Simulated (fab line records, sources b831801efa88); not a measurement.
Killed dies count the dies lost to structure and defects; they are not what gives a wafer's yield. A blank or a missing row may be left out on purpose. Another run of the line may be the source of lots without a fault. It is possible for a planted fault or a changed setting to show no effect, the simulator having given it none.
Struck lot and sound lot, side by side -- flow gf180mcu -- 33 steps out of a route of 602
Sound: the wafers L174.3, L174.4, L174.5. Struck: wafers L188.1, L188.2, L188.5. The cause comes at the end.
Per side, at each step with rows, come the tool, then ch with its chambers, and then its first start. Under that, the readings that differ: sound wafers -- struck wafers -- difference of the means -- sigmas: that difference in standard deviations of wafers without a fault.
alike: same words and numbers on both sides, and readings whose means sit less than 2 such deviations apart. not compared: any withheld reading, any reading some wafer has no value for, any bound like >300 that may hide the same value, and any number with overlapping values for which the record gives no deviation.
A row with sigmas, a row that says differs or no value, or rows on one side alone: a step with any of these is where the two part. When numbers do not overlap yet have no deviation, they are printed without sigmas and do not part them. A reading missing from all wafers of one side parts the sides only when that side holds two or more wafers.

first, 6 steps without rows for these wafers: GF_DNWELL_COAT_02 (resist thk 3000 nm); GF_DNWELL_SOFTBAKE_03; GF_DNWELL_EXPOSE_04 (exposes mask DNWELL, target cd 1700 nm); GF_DNWELL_PEB_05; GF_DNWELL_DEVELOP_06 (develop time 60 s); GF_DNWELL_IMPLANT_07.
GF_DNWELL_STRIP_08: strips in O2/N2.
  sound on plasma-asher-02 ch 0,1, day 2 17:49; struck on plasma-asher-04 ch 0,1, day 5 20:41
  alike: chamber-pressure-mTorr, drypump-motor-current-A, heater-power-w, n2-flow-sccm, o2-flow-sccm, oes-product-au, strip-time-to-endpoint-s
  not compared: rf-hours-counter-h
GF_DNWELL_TW_MEAS_09:
  struck on film-metro-02, day 5 20:47; sound on film-metro-02, day 2 17:54
  alike: DNWELL_TW
then, 4 steps without rows for these wafers: GF_NWELL_DEHYDRATE_00 (time 60 s); GF_NWELL_HMDS_01 (prime time 60 s); GF_NWELL_COAT_02 (resist thk 3000 nm); GF_NWELL_SOFTBAKE_03.
GF_NWELL_EXPOSE_04: exposes mask Nwell, target cd 860 nm.
  sound on iline-stepper-02 ch 0, day 3 00:40; struck on iline-stepper-02 ch 0, day 6 03:55
reading,sound,struck,difference,sigmas
mask,Nwell#0 Nwell#0 Nwell#0,LVPWELL#0 LVPWELL#0 LVPWELL#0,differs,
then, 2 steps without rows for these wafers: GF_NWELL_PEB_05; GF_NWELL_DEVELOP_06 (develop time 60 s).
GF_NWELL_OVL_MEAS_07:
  struck on overlay-01, day 6 11:14; sound on overlay-02, day 3 06:53
reading,sound,struck,difference,sigmas
NWELL_OVL (nm),1.7 0.7 0.6,- - -,no value on the struck wafers,
then, 2 steps without rows for these wafers: GF_NWELL_IMPLANT_08; GF_NWELL_IMPLANT_09.
GF_NWELL_STRIP_10: strips in O2/N2.
  sound on plasma-asher-02 ch 0,1, day 3 07:15; struck on plasma-asher-02 ch 0,1, day 6 11:34
  alike: chamber-pressure-mTorr, drypump-motor-current-A, heater-power-w, n2-flow-sccm, o2-flow-sccm, oes-product-au, strip-time-to-endpoint-s
  not compared: rf-hours-counter-h
GF_NWELL_TW_MEAS_11:
  struck on film-metro-02, day 6 11:40; sound on film-metro-02, day 3 07:20
reading,sound,struck,difference,sigmas
NWELL_TW,1575 1577 1578,30 30 30,-1547,-99 or more
then, 7 steps without rows for these wafers: GF_LVPWELL_DEHYDRATE_00 (time 60 s); GF_LVPWELL_HMDS_01 (prime time 60 s); GF_LVPWELL_COAT_02 (resist thk 3000 nm); GF_LVPWELL_SOFTBAKE_03; GF_LVPWELL_EXPOSE_04 (exposes mask LVPWELL, target cd 600 nm); GF_LVPWELL_PEB_05; GF_LVPWELL_DEVELOP_06 (develop time 60 s).
GF_LVPWELL_OVL_MEAS_07:
  struck on overlay-02, day 7 02:37; sound on overlay-01, day 3 19:59
reading,sound,struck,difference,sigmas
LVPWELL_OVL (nm),-3.0 -3.4 -3.8,0.9 -0.7 0.2,+3.5,+2
then, 2 steps without rows for these wafers: GF_LVPWELL_IMPLANT_08; GF_LVPWELL_IMPLANT_09.
GF_LVPWELL_STRIP_10: strips in O2/N2.
  sound on plasma-asher-03 ch 0,1, day 3 20:21; struck on plasma-asher-04 ch 0,1, day 7 02:57
  alike: chamber-pressure-mTorr, drypump-motor-current-A, heater-power-w, n2-flow-sccm, o2-flow-sccm, oes-product-au, strip-time-to-endpoint-s
  not compared: rf-hours-counter-h
GF_LVPWELL_TW_MEAS_11:
  struck on film-metro-01, day 7 03:08; sound on film-metro-02, day 3 20:26
reading,sound,struck,difference,sigmas
LVPWELL_TW,560 561 559,1592 1602 1596,+1037,+99 or more
then, 1 step without rows for these wafers: GF_MVSD_DEHYDRATE_00 (time 60 s).

== WHERE THEY PART ==
Earliest at GF_NWELL_EXPOSE_04; latest, in this record, at GF_LVPWELL_TW_MEAS_11.

WHY: what had been put in by the simulator
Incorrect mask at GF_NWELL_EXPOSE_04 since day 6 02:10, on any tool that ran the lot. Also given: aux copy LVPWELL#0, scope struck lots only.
